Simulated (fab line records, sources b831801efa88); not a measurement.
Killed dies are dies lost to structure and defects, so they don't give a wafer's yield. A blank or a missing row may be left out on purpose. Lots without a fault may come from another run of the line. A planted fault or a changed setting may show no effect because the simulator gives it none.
fab line records | flow sky130
record lots=5 wafers=15 last_day=50
route steps=708 shown VIA4@642 METAL5@661 PASSIVATION@681 PAD_OPEN@708
lots that met no fault: from a run of the same line without faults
start_h: hours from the record's first day to the start of the lot's first wafer shown | wait_h: hours since the lot's step before | " the same as in the row above | L1.1+2: a row that stands for several wafers | - no value, or no start given | * or withheld: withheld | < > ~ a bound
route shown NAME@n: a module of which the file shows steps, and the number in the route of the first | usual: mean/standard deviation of fault-free wafers | same: alike in all rows | chamber/n: place in a boat | sites: the reading at each site | _std_site: their standard deviation | _edge_site: outer sites' mean less inner sites' | radius_mm: how far each site lies from the wafer's centre | mask NAME#n: copy n | behind: the tool/chamber that last shaped the wafer | hold: why the lot was held/for how many hours/how that ended | device: the transistor (n, p or np) that didn't switch | end of line: the same wafers' tests at the end of the route | a step without rows: its recipe alone | killed: dies lost to structure and defects at the first sort, not the wafer's yield | map: a wafer's dies, x killed, . not, _ none there
set.NAME: the setting as run; set.NAME@STEP: as run at that earlier step | model.NAME: the simulator's own value behind a step, which no gauge read
lots at some steps of the route; a table a step, a row a wafer
services: from which hour (start_h, from the record's first day; less than 0 if before it) a tool's chamber was out of use, for how many hours, and why
## steps
# step SKY_VIA4_BOW_MEAS_03
# recipe mode=bow
# usual VIA4_BOW=78/7.8
# columns lot.wafer tool chamber start_h wait_h VIA4_BOW[um]
L381.2 film_metro-02 - 996.46 0.3 82
L381.3 " - " " 71
L381.4 " - " " 85
L383.1 film_metro-02 - 1011.95 0.1 86
L383.2 " - " " 86
L383.5 " - " " 80
L384.2 film_metro-02 - 1018.66 0.2 69
L384.5 " - " " 64
L384.6 " - " " 61
L392.1 film_metro-02 - 1068.99 0.4 66
L392.2 " - " " 77
L392.6 " - " " 64
L399.1 film_metro-01 - 1113.48 0.2 74
L399.4 " - " " 90
L399.5 " - " " 66
# step SKY_VIA4_DEHYDRATE_04
# recipe temp_c=200 time_s=60
# step SKY_VIA4_HMDS_05
# recipe prime_time_s=60 prime_temp_c=120
# step SKY_VIA4_COAT_06
# recipe resist=NOVOLAK spin_rpm=3000 resist_thk_nm=1140
# step SKY_VIA4_SOFTBAKE_07
# recipe temp_c=90 time_s=60 resist=NOVOLAK
# step SKY_VIA4_EXPOSE_08
# recipe mask_id=VIM4 na=0.6 source_shape=conventional sigma_outer=0.6 polarization=unpolarized target_cd_nm=800 dose_mj=132
# step SKY_VIA4_PEB_09
# recipe temp_c=withheld time_s=* resist=NOVOLAK
# step SKY_VIA4_DEVELOP_10
# recipe resist=NOVOLAK developer=TMAH develop_time_s=60 dev_temp_c=23
# step SKY_VIA4_OVL_MEAS_11
# usual VIA4_OVL=0.3/1.1
# columns lot.wafer tool chamber start_h wait_h VIA4_OVL[nm]
L381.2 overlay-01 - 1019.69 0.1 1.0
L381.3 " - " " 1.2
L381.4 " - " " 0.3
L383.1 overlay-02 - 1034.44 0.1 1.1
L383.2 " - " " 0.7
L383.5 " - " " -1.2
L384.2 overlay-02 - 1041.40 0.1 -1.0
L384.5 " - " " -0.4
L384.6 " - " " 1.0
L392.1 overlay-01 - 1089.49 0.1 1.9
L392.2 " - " " -0.3
L392.6 " - " " 2.3
L399.1 overlay-02 - 1132.19 0.1 1.0
L399.4 " - " " 0.2
L399.5 " - " " -0.4
# step SKY_VIA4_ETCH_12
# recipe target=SiO2 chemistry=C4F8/O2/Ar stop_on=TiN mask_material=NOVOLAK source_w=1500 bias_w=1200 pressure_mtorr=40 c4f8_flow_sccm=withheld O2_flow_sccm=6 Ar_flow_sccm=300 time_s=withheld target_depth_a=5800
# step SKY_VIA4_STRIP_13
# recipe chemistry=O2/N2 power_w=1400 pressure_mtorr=1500 platen_temp_c=withheld o2_flow_sccm=3000 n2_flow_sccm=300 overash_fraction=0.5
# step SKY_VIA4_STRIP_14
# recipe chemistry=post_etch_residue_remover time_s=1200 temp_c=72.5
# step SKY_VIA4_CLEAN_15
# recipe chemistry=IPA time_s=180 temp_c=25
# columns lot.wafer tool chamber start_h wait_h
L381.2+3+4 wet_bench-04 3 1020.32 0.1
L383.1+2+5 wet_bench-01 1 1035.03 0.0
L384.2+5+6 wet_bench-01 0 1041.94 0.0
L392.1+2+6 wet_bench-03 0 1090.13 0.1
L399.1+4+5 wet_bench-04 3 1133.80 0.4
# step SKY_VIA4_CLEAN_16
# recipe chemistry=O3/DIW dry=n2_spin
# step SKY_VIA4_SPUTTER_17
# recipe material=TiN target_thk_nm=20 chamber_pressure_pa=5 power_w=4000 time_s=80
# usual chamber_pressure_pa=4.999/0.011 throttle_valve_pct=29.9/0.99
# columns lot.wafer tool chamber start_h wait_h chamber_pressure_pa throttle_valve_pct
L381.2 pvd_sputter-01 - 1020.47 0.0 5.014 29.3
L381.3 " - " " 4.996 30.0
L381.4 " - " " 5.017 29.9
L383.1 pvd_sputter-04 - 1035.18 0.0 4.992 28.7
L383.2 " - " " 5.006 30.6
L383.5 " - " " 5.024 30.5
L384.2 pvd_sputter-02 - 1042.09 0.0 5.012 28.4
L384.5 " - " " 4.976 29.3
L384.6 " - " " 4.996 28.3
L392.1 pvd_sputter-02 - 1090.28 0.0 5.006 30.6
L392.2 " - " " 5.006 29.3
L392.6 " - " " 5.003 28.5
L399.1 pvd_sputter-04 - 1134.59 0.0 4.986 29.9
L399.4 " - " " 5.006 28.7
L399.5 " - " " 4.997 30.5
# step SKY_VIA4_CVD_18
# recipe material=W target_thk_nm=505 time_s=152.14 temp_c=400 pressure_torr=40
# usual heater_power_w=794/45
# columns lot.wafer tool chamber start_h wait_h heater_power_w
L381.2 cvd_w-01 1 1020.53 0.0 730
L381.3 " 1 " " 740
L381.4 " 0 " " 783
L383.1 cvd_w-02 1 1035.24 0.0 845
L383.2 " 0 " " 801
L383.5 " 1 " " 849
L384.2 cvd_w-01 0 1042.15 0.0 800
L384.5 " 1 " " 712
L384.6 " 0 " " 796
L392.1 cvd_w-01 1 1090.34 0.0 726
L392.2 " 1 " " 710
L392.6 " 1 " " 751
L399.1 cvd_w-01 0 1134.65 0.0 791
L399.4 " 1 " " 747
L399.5 " 0 " " 788
# step SKY_VIA4_RS_MEAS_19
# recipe thk_meas_gauge=four-point-probe reads=W_of_VIA4_CVD_18+TiN_of_VIA4_SPUTTER_17
# usual VIA4_W_RS=0.226/0.004
# columns lot.wafer tool chamber start_h wait_h VIA4_W_RS[ohm/sq]
L381.2 film_metro-04 - 1020.70 0.1 0.227
L381.3 " - " " 0.229
L381.4 " - " " 0.222
L383.1 film_metro-01 - 1035.39 0.1 0.226
L383.2 " - " " 0.231
L383.5 " - " " 0.226
L384.2 film_metro-02 - 1042.33 0.1 0.222
L384.5 " - " " 0.230
L384.6 " - " " 0.221
L392.1 film_metro-01 - 1090.64 0.3 0.230
L392.2 " - " " 0.228
L392.6 " - " " 0.227
L399.1 film_metro-04 - 1134.81 0.1 0.226
L399.4 " - " " 0.228
L399.5 " - " " 0.224
# step SKY_VIA4_THK_MEAS_20
# recipe thk_meas_gauge=xrf reads=W_of_VIA4_CVD_18
# usual VIA4_W_THK=507/9.9
# columns lot.wafer tool chamber start_h wait_h VIA4_W_THK[nm]
L381.2 film_metro-04 - 1020.81 0.1 501
L381.3 " - " " 497
L381.4 " - " " 512
L383.1 film_metro-01 - 1035.51 0.1 501
L383.2 " - " " 494
L383.5 " - " " 501
L384.2 film_metro-02 - 1042.44 0.1 513
L384.5 " - " " 495
L384.6 " - " " 519
L392.1 film_metro-01 - 1090.76 0.1 491
L392.2 " - " " 497
L392.6 " - " " 501
L399.1 film_metro-04 - 1134.93 0.1 502
L399.4 " - " " 498
L399.5 " - " " 506
# step SKY_VIA4_CMP_21
# recipe stop_on=SiO2 t_overpolish_s=25 down_force_psi=3.5 platen_rpm=60 target_thk_nm=0 pad_velocity_m_s=0.94248
# step SKY_METAL5_SPUTTER_00
# recipe material=Ti target_thk_nm=15 power_w=3000 time_s=10 chamber_pressure_pa=0.4
# step SKY_METAL5_SPUTTER_01
# recipe material=TiN target_thk_nm=20 power_w=6500 time_s=16.7 chamber_pressure_pa=0.4
# usual chamber_pressure_pa=0.4001/0.00079 throttle_valve_pct=30.2/1.4
# columns lot.wafer tool chamber start_h wait_h chamber_pressure_pa throttle_valve_pct
L381.2 pvd_sputter-04 - 1021.19 0.0 0.3999 29.9
L381.3 " - " " 0.4000 28.7
L381.4 " - " " 0.3999 30.7
L383.1 pvd_sputter-01 - 1035.89 0.0 0.3997 29.2
L383.2 " - " " 0.3995 30.7
L383.5 " - " " 0.3994 30.9
L384.2 pvd_sputter-04 - 1042.81 0.0 0.4001 28.3
L384.5 " - " " 0.4006 32.2
L384.6 " - " " 0.4002 30.4
L392.1 pvd_sputter-03 - 1091.15 0.0 0.3994 31.6
L392.2 " - " " 0.3996 27.5
L392.6 " - " " 0.3998 31.4
L399.1 pvd_sputter-03 - 1135.31 0.0 0.3999 30.9
L399.4 " - " " 0.3997 29.4
L399.5 " - " " 0.4002 30.9
# step SKY_METAL5_SPUTTER_02
# recipe material=AlCu target_thk_nm=1150 power_w=10600 time_s=61.2 chamber_pressure_pa=0.4
# step SKY_METAL5_SPUTTER_03
# recipe material=Ti target_thk_nm=5 power_w=3000 time_s=3.3 chamber_pressure_pa=0.4
# step SKY_METAL5_SPUTTER_04
# recipe material=TiN target_thk_nm=70 power_w=6500 time_s=58.3 chamber_pressure_pa=0.4
# usual chamber_pressure_pa=0.4000/0.00079 throttle_valve_pct=30.2/1.4
# columns lot.wafer tool chamber start_h wait_h chamber_pressure_pa throttle_valve_pct
L381.2 pvd_sputter-04 - 1021.28 0.0 0.3988 30.3
L381.3 " - " " 0.3997 28.7
L381.4 " - " " 0.4014 30.5
L383.1 pvd_sputter-01 - 1035.99 0.0 0.4004 29.2
L383.2 " - " " 0.4010 30.7
L383.5 " - " " 0.3999 30.6
L384.2 pvd_sputter-04 - 1042.90 0.0 0.4002 28.6
L384.5 " - " " 0.4004 32.1
L384.6 " - " " 0.3997 30.7
L392.1 pvd_sputter-03 - 1091.25 0.0 0.4001 31.5
L392.2 " - " " 0.4014 27.5
L392.6 " - " " 0.3993 31.4
L399.1 pvd_sputter-03 - 1135.40 0.0 0.3989 31.0
L399.4 " - " " 0.4003 29.0
L399.5 " - " " 0.3979 30.8
# step SKY_METAL5_RS_MEAS_05
# recipe thk_meas_gauge=four-point-probe reads=TiN_of_METAL5_SPUTTER_04+Ti_of_METAL5_SPUTTER_03+AlCu_of_METAL5_SPUTTER_02+TiN_of_METAL5_SPUTTER_01+Ti_of_METAL5_SPUTTER_00
# usual METAL5_ALCU_RS=0.0271/0.00033
# columns lot.wafer tool chamber start_h wait_h METAL5_ALCU_RS[ohm/sq]
L381.2 film_metro-01 - 1021.37 0.1 0.0267
L381.3 " - " " 0.0267
L381.4 " - " " 0.0268
L383.1 film_metro-02 - 1036.03 0.0 0.0267
L383.2 " - " " 0.0275
L383.5 " - " " 0.0272
L384.2 film_metro-02 - 1042.97 0.0 0.0276
L384.5 " - " " 0.0280
L384.6 " - " " 0.0275
L392.1 film_metro-03 - 1091.31 0.0 0.0269
L392.2 " - " " 0.0268
L392.6 " - " " 0.0269
L399.1 film_metro-02 - 1135.45 0.0 0.0272
L399.4 " - " " 0.0269
L399.5 " - " " 0.0273
# step SKY_METAL5_THK_MEAS_06
# recipe thk_meas_gauge=xrf reads=AlCu_of_METAL5_SPUTTER_02
# usual METAL5_ALCU_THK=1151/14
# columns lot.wafer tool chamber start_h wait_h METAL5_ALCU_THK[nm]
L381.2 film_metro-01 - 1021.48 0.1 1163
L381.3 " - " " 1155
L381.4 " - " " 1164
L383.1 film_metro-02 - 1036.15 0.1 1168
L383.2 " - " " 1146
L383.5 " - " " 1157
L384.2 film_metro-02 - 1043.08 0.1 1139
L384.5 " - " " 1115
L384.6 " - " " 1140
L392.1 film_metro-03 - 1091.43 0.1 1150
L392.2 " - " " 1152
L392.6 " - " " 1153
L399.1 film_metro-02 - 1135.57 0.1 1157
L399.4 " - " " 1170
L399.5 " - " " 1155
# step SKY_METAL5_DEHYDRATE_07
# recipe temp_c=200 time_s=60
# step SKY_METAL5_HMDS_08
# recipe prime_time_s=60 prime_temp_c=120
# step SKY_METAL5_COAT_09
# recipe resist=NOVOLAK spin_rpm=3000 resist_thk_nm=1800
# step SKY_METAL5_SOFTBAKE_10
# recipe temp_c=90 time_s=60 resist=NOVOLAK
# step SKY_METAL5_EXPOSE_11
# recipe mask_id=MM5 na=0.6 source_shape=conventional sigma_outer=0.6 polarization=unpolarized target_cd_nm=1600 dose_mj=190
# step SKY_METAL5_PEB_12
# recipe temp_c=withheld time_s=* resist=NOVOLAK
# step SKY_METAL5_DEVELOP_13
# recipe resist=NOVOLAK developer=TMAH develop_time_s=60 dev_temp_c=23
# step SKY_METAL5_DESCUM_14
# recipe chemistry=O2 source_power_w=150 bias_power_w=0 pressure_mtorr=10 temp_c=40 time_s=11
# step SKY_METAL5_METAL_ETCH_15
# recipe target_depth_a=12600 stop_on=SiO2 over_etch_frac=0.2 time_s=252 chemistry=Cl2/BCl3 resist_sidewall_deg=86 pressure_mtorr=10 icp_w=900 bias_w=48.5 Cl2_flow_sccm=60 bcl3_flow_sccm=30
# usual chamber_pressure_mTorr=10.002/0.0088 drypump_motor_current_A=5.8/0.34 oes_product_au=0.894/0.0049 throttle_valve_pct=22.264/0.0094
# columns lot.wafer tool chamber start_h wait_h chamber_pressure_mTorr drypump_motor_current_A oes_product_au rf_hours_counter_h throttle_valve_pct
L381.2 rie_metal-01 1 1043.43 0.0 10.013 5.5 0.895 15 22.268
L381.3 " 1 " " 10.002 5.5 0.894 - 22.257
L381.4 " 0 " " 10.015 6.3 0.899 - 22.253
L383.1 rie_metal-01 0 1057.98 0.0 10.005 6.3 0.893 17 22.276
L383.2 " 1 " " 10.019 5.5 0.901 15 22.253
L383.5 " 1 " " 10.014 5.5 0.897 - 22.272
L384.2 rie_metal-04 1 1064.53 0.0 9.998 5.4 0.894 20 22.270
L384.5 " 0 " " 10.006 5.7 0.885 - 22.268
L384.6 " 1 " " 10.006 5.4 0.894 - 22.257
L392.1 rie_metal-03 1 1111.43 0.0 9.994 6.2 0.893 20 22.247
L392.2 " 0 " " 10.002 5.7 0.891 18 22.262
L392.6 " 0 " " 9.996 5.7 0.889 - 22.264
L399.1 rie_metal-03 0 1152.73 0.0 9.994 5.8 0.885 22 22.244
L399.4 " 1 " " 10.009 6.2 0.896 - 22.277
L399.5 " 0 " " 10.000 5.7 0.901 - 22.275
# step SKY_METAL5_STRIP_16
# recipe chemistry=O2/N2 power_w=1400 pressure_mtorr=1500 platen_temp_c=withheld o2_flow_sccm=3000 n2_flow_sccm=300 overash_fraction=0.5
# step SKY_METAL5_STRIP_17
# recipe chemistry=post_etch_residue_remover time_s=1200 temp_c=72.5
# step SKY_METAL5_CLEAN_18
# recipe chemistry=IPA time_s=180 temp_c=25
# step SKY_METAL5_CLEAN_19
# recipe chemistry=O3/DIW dry=n2_spin
# step SKY_PASSIVATION_CVD_00
# recipe material=SiO2 target_thk_nm=90 temp_c=400 time_s=withheld rf_w=600
# step SKY_PASSIVATION_THK_MEAS_01
# recipe reads=SiO2_of_PASSIVATION_CVD_00
# usual PASSIVATION_CVD_00_THK=89.7/1.2
# columns lot.wafer tool chamber start_h wait_h PASSIVATION_CVD_00_THK[nm]
L381.2 film_metro-01 - 1044.29 - 90.4
L381.3 " - " " 90.7
L381.4 " - " " 91.6
L383.1 film_metro-04 - 1058.82 - 90.3
L383.2 " - " " 90.7
L383.5 " - " " 92.0
L384.2 film_metro-03 - 1065.46 - 88.8
L384.5 " - " " 91.2
L384.6 " - " " 90.7
L392.1 film_metro-01 - 1112.73 - 87.9
L392.2 " - " " 89.2
L392.6 " - " " 91.0
L399.1 film_metro-03 - 1153.58 - 88.9
L399.4 " - " " 90.8
L399.5 " - " " 89.1
# step SKY_PASSIVATION_CVD_02
# recipe material=Si3N4 target_thk_nm=540 temp_c=400 time_s=withheld rf_w=450
# step SKY_PAD_OPEN_PROBE_99
# usual defect_limited_yield=82.1/2 killed_at_M0_to_M3=44/7.8 killed_at_M4_up=3.1/1.7 killed_at_contacts=25/5.1 killed_at_front_end=15/4.4 killed_at_other=0.5/0.68 killed_dies=88/9.9 killed_open=48/6.9 killed_short=39/6.5 sort_bin_3_pad_short=0.8/0.42 sort_bin_5_function=10.6/1.5 sort_bin_6_memory=6.5/1.2 sort_n_pass=404/9.9 sort_yield_pct=82.1/2
# same gross_dies=492 killed_at_back_side=0 sort_bin_4_leakage[%]=0 sort_bin_8_speed[%]=0
# columns lot.wafer tool chamber start_h wait_h defect_limited_yield[%] killed_at_M0_to_M3 killed_at_M4_up killed_at_contacts killed_at_front_end killed_at_other killed_dies killed_open killed_short sort_bin_3_pad_short[%] sort_bin_5_function[%] sort_bin_6_memory[%] sort_n_pass sort_yield_pct[%] model.etest.tester.sort_n_pass model.etest.tester.sort_yield_pct model.etest.tester.sort_bin_5_pct model.etest.tester.sort_bin_3_pct
L381.2 prober-01 - 1090.13 0.1 81.3 55 1 28 8 0 92 57 35 0.6 12.6 5.5 400 81.3 400 81.3 12.6 0.6098
L381.3 prober-01 - 1090.18 0.2 81.7 51 5 25 9 0 90 47 43 1.0 11.2 6.1 402 81.7 402 81.71 11.18 1.016
L381.4 prober-01 - 1090.23 0.2 83.1 37 0 35 11 0 83 50 33 0.8 9.1 6.9 409 83.1 409 83.13 9.146 0.813
L383.1 prober-01 - 1102.03 0.1 80.1 49 3 23 23 0 98 56 42 1.4 10.2 8.3 394 80.1 394 80.08 10.16 1.423
L383.2 prober-01 - 1102.08 0.1 80.3 42 4 29 22 0 97 53 44 1.0 12.0 6.7 395 80.3 395 80.28 11.99 1.016
L383.5 prober-01 - 1102.23 0.2 83.3 41 1 20 20 0 82 46 36 0.6 10.4 5.7 410 83.3 410 83.33 10.37 0.6098
L384.2 prober-02 - 1109.02 0.1 73.6 29 60 27 12 2 130 43 28 6.1 15.9 4.5 362 73.6 362 73.58 15.85 6.098
L384.5 prober-02 - 1109.17 0.2 70.9 43 54 30 15 1 143 49 42 5.3 16.1 7.7 349 70.9 349 70.94 16.06 5.285
L384.6 prober-02 - 1109.22 0.2 73.2 31 61 29 11 0 132 37 37 5.7 15.0 6.1 360 73.2 360 73.17 15.04 5.691
L392.1 prober-02 - 1151.56 0.1 84.1 40 4 16 18 0 78 44 34 1.2 9.1 5.5 414 84.1 414 84.15 9.146 1.22
L392.2 prober-02 - 1151.61 0.1 85.6 49 1 7 14 0 71 45 26 0.8 7.3 6.3 421 85.6 421 85.57 7.317 0.813
L392.6 prober-02 - 1151.81 0.2 83.7 43 5 17 15 0 80 51 28 0.2 10.8 5.3 412 83.7 412 83.74 10.77 0.2033
L399.1 prober-02 - 1189.31 0.1 81.9 52 1 19 17 0 89 49 40 0.6 10.4 7.1 403 81.9 403 81.91 10.37 0.6098
L399.4 prober-02 - 1189.46 0.2 81.1 46 2 28 17 0 93 46 47 0.4 10.2 8.3 399 81.1 399 81.1 10.16 0.4065
L399.5 prober-02 - 1189.51 0.2 81.5 44 3 32 12 0 91 56 35 0.6 12.4 5.5 401 81.5 401 81.5 12.4 0.6098
# killed by level:class
L381.2 VIA3:geometric_particle:open=12 VIA1:geometric_particle:open=11 LI_CONTACT:geometric_particle:open=10 CONTACT:geometric_particle:open=9 VIA1:geometric_particle:short=7 METAL1:geometric_particle:short=5 VIA3:geometric_particle:short=5 LI_CONTACT:geometric_particle:short=4
L381.3 VIA1:geometric_particle:open=10 VIA2:geometric_particle:open=9 LI_CONTACT:geometric_particle:open=8 CONTACT:geometric_particle:open=8 VIA1:geometric_particle:short=6 METAL2:geometric_particle:short=6 VIA2:geometric_particle:short=6 CONTACT:geometric_particle:short=5
L381.4 CONTACT:geometric_particle:open=16 LI_CONTACT:geometric_particle:open=11 VIA1:geometric_particle:open=10 VIA2:geometric_particle:open=7 FIELD_ISO:geometric_particle:short=5 POLY_GATE:geometric_particle:short=4 VIA1:geometric_particle:short=4 LI_CONTACT:geometric_particle:short=3
L383.1 VIA1:geometric_particle:open=9 CONTACT:geometric_particle:open=9 VIA2:geometric_particle:open=9 SPACER:geometric_particle:open=6 METAL1:geometric_particle:short=6 FIELD_ISO:geometric_particle:open=5 LOCAL_INTERCONNECT:geometric_particle:short=5 CONTACT:geometric_particle:short=5
L383.2 CONTACT:geometric_particle:short=10 CONTACT:geometric_particle:open=9 VIA1:geometric_particle:open=8 POLY_GATE:geometric_particle:open=6 VIA3:geometric_particle:open=6 VIA1:geometric_particle:short=6 FIELD_ISO:geometric_particle:open=5 FIELD_ISO:geometric_particle:short=5
L383.5 FIELD_ISO:geometric_particle:open=10 CONTACT:geometric_particle:open=7 METAL2:geometric_particle:short=7 LI_CONTACT:geometric_particle:open=6 METAL1:geometric_particle:short=6 VIA1:geometric_particle:open=6 VIA2:geometric_particle:open=5 VIA3:geometric_particle:open=5
L384.2 VIA4:unspecified=58 CONTACT:geometric_particle:open=12 LI_CONTACT:geometric_particle:open=8 FIELD_ISO:geometric_particle:open=5 CONTACT:geometric_particle:short=5 VIA2:geometric_particle:open=5 VIA3:geometric_particle:short=4 VIA1:geometric_particle:open=4
L384.5 VIA4:unspecified=52 CONTACT:geometric_particle:open=13 CONTACT:geometric_particle:short=10 VIA1:geometric_particle:open=10 VIA3:geometric_particle:open=7 LI_CONTACT:geometric_particle:open=6 VIA2:geometric_particle:open=6 FIELD_ISO:geometric_particle:short=5
L384.6 VIA4:unspecified=58 CONTACT:geometric_particle:open=14 CONTACT:geometric_particle:short=6 VIA1:geometric_particle:open=6 VIA3:geometric_particle:short=6 LI_CONTACT:geometric_particle:open=5 METAL1:geometric_particle:short=5 VIA3:geometric_particle:open=5
L392.1 VIA2:geometric_particle:open=9 CONTACT:geometric_particle:open=8 VIA1:geometric_particle:open=8 METAL1:geometric_particle:short=6 POLY_GATE:geometric_particle:short=5 POLY_GATE:geometric_particle:open=5 VIA1:geometric_particle:short=5 VIA3:geometric_particle:open=5
L392.2 VIA3:geometric_particle:open=11 VIA1:geometric_particle:open=10 FIELD_ISO:geometric_particle:open=7 METAL2:geometric_particle:short=5 VIA2:geometric_particle:open=5 CONTACT:geometric_particle:open=4 METAL3:geometric_particle:short=4 VIA3:geometric_particle:short=4
L392.6 VIA1:geometric_particle:open=15 VIA3:geometric_particle:open=8 LI_CONTACT:geometric_particle:open=7 METAL2:geometric_particle:short=6 POLY_GATE:geometric_particle:short=5 CONTACT:geometric_particle:open=5 VIA2:geometric_particle:open=5 POLY_GATE:geometric_particle:open=4
L399.1 VIA1:geometric_particle:open=16 METAL1:geometric_particle:short=7 CONTACT:geometric_particle:open=7 VIA2:geometric_particle:open=7 FIELD_ISO:geometric_particle:open=5 POLY_GATE:geometric_particle:open=5 POLY_GATE:geometric_particle:short=5 METAL2:geometric_particle:short=5
L399.4 CONTACT:geometric_particle:open=9 VIA1:geometric_particle:open=8 VIA2:geometric_particle:open=7 METAL1:geometric_particle:short=6 LI_CONTACT:geometric_particle:open=5 LOCAL_INTERCONNECT:geometric_particle:short=5 CONTACT:geometric_particle:short=5 METAL2:geometric_particle:short=5
L399.5 VIA1:geometric_particle:open=16 LI_CONTACT:geometric_particle:open=14 METAL2:geometric_particle:short=8 CONTACT:geometric_particle:open=8 FIELD_ISO:geometric_particle:open=5 VIA1:geometric_particle:short=4 LI_CONTACT:geometric_particle:short=4 POLY_GATE:geometric_particle:short=3
# map L384.5 (x killed, . not)
__________...x......_________
________x............._______
______..x..x.x....x...x._____
_____........xxx.x.x.....____
____.xx..x.xx...x.....xx.x___
___....x......x...x........__
__x.x............xx.......x._
_...xx.....x....xx...........
_xxxxxxx..x..x.....xx........
_xxxxxxx..x...xxx...........x
_xxxxxxxxx.........x.......x.
_xxxxxxxx.x.........x.....x.x
_xxxxxxx..........x..x...x.x.
_xxxxxxx.x......x.x....x.x.xx
_xxxxx........x..............
__.....x.x..x..x.x.....xx..._
___....x.......xx..xx...x..__
____...........xx.xx.xxx..___
_____x..x...x..x........x____
______x....x.xx........._____
________...xx........._______
__________...x......_________
# map L383.1 (x killed, . not)
__________x..x.....x_________
________............xx_______
______.....x...x.x......_____
_____................x...____
____....x....xxx..xx.....x___
___....x..x......x...x...xx__
__..............xx.........._
_..x..x.........x.xx.........
_.....xx.x..xx...........x.x.
_.xx.......x..x........x...xx
_.........x........x..xx...x.
_....xx.......x.x.........x.x
_...x.x...........xxx.x......
_x..x.......xx..x.x.....x....
_.x.........x..............xx
__...........xxx...xx......._
___........x...........xx..__
____....x...........x.....___
_____x.x...x..x.x.x......____
______.x.............x.._____
________x.xx..xx...x.x_______
__________.......x.x_________
## services
# columns tool chamber start_h hours kind
pvd_sputter-04 - 1000.32 8.0 repair
pvd_sputter-03 2 1012.41 - consumable_replace:kit
pvd_sputter-03 2 1012.41 18.0 scheduled_down
pvd_sputter-03 2 1012.41 18.0 vent_cycle
pvd_sputter-01 - 1046.73 9.5 repair
rie_metal-01 - 1050.62 2.8 pm
pvd_sputter-03 1 1062.53 - consumable_replace:kit
pvd_sputter-03 1 1062.53 18.0 scheduled_down
pvd_sputter-03 1 1062.53 18.0 vent_cycle
cvd_w-01 0 1085.22 17.2 repair
rie_metal-03 - 1088.90 0.5 repair
pvd_sputter-02 - 1108.98 0.6 repair
cvd_w-01 - 1112.95 5.2 repair
pvd_sputter-04 0 1115.95 - consumable_replace:kit
pvd_sputter-04 0 1115.95 18.0 scheduled_down
pvd_sputter-04 0 1115.95 18.0 vent_cycle
rie_metal-01 0 1122.71 5.1 repair
pvd_sputter-03 0 1124.15 - consumable_replace:kit
wet_bench-03 - 1127.91 63.4 repair
pvd_sputter-01 - 1127.93 0.5 repair
pvd_sputter-02 - 1137.55 0.6 repair
pvd_sputter-04 - 1145.49 1.1 repair
rie_metal-04 1 1149.43 22.1 repair
rie_metal-04 - 1152.06 1.4 pm
## key
first_sign step=SKY_PAD_OPEN_PROBE_99 reading=killed_at_M4_up direction=up sigmas=33 usual=3.1 struck=58.3
effect step=SKY_PAD_OPEN_PROBE_99 reading=sort_bin_3_pad_short direction=up sigmas=12 usual=0.8 struck=5.7
model_effect step=SKY_PAD_OPEN_PROBE_99 value=etest.tester.sort_n_pass without=407.7 struck=357
met_at SKY_VIA4_CLEAN_15
struck_wafers L384.2,L384.5,L384.6
also_fits SKY_METAL5_SPUTTER_01:pvd_sputter-04,SKY_METAL5_SPUTTER_04:pvd_sputter-04,SKY_METAL5_METAL_ETCH_15:rie_metal-04
fault kind=chamber_particle_source tool=wet_bench-01 chamber=0 onset_h=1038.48 steps=SKY_VIA4_CLEAN_15 rate_per_visit_cm2=2.1773 end_h=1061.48
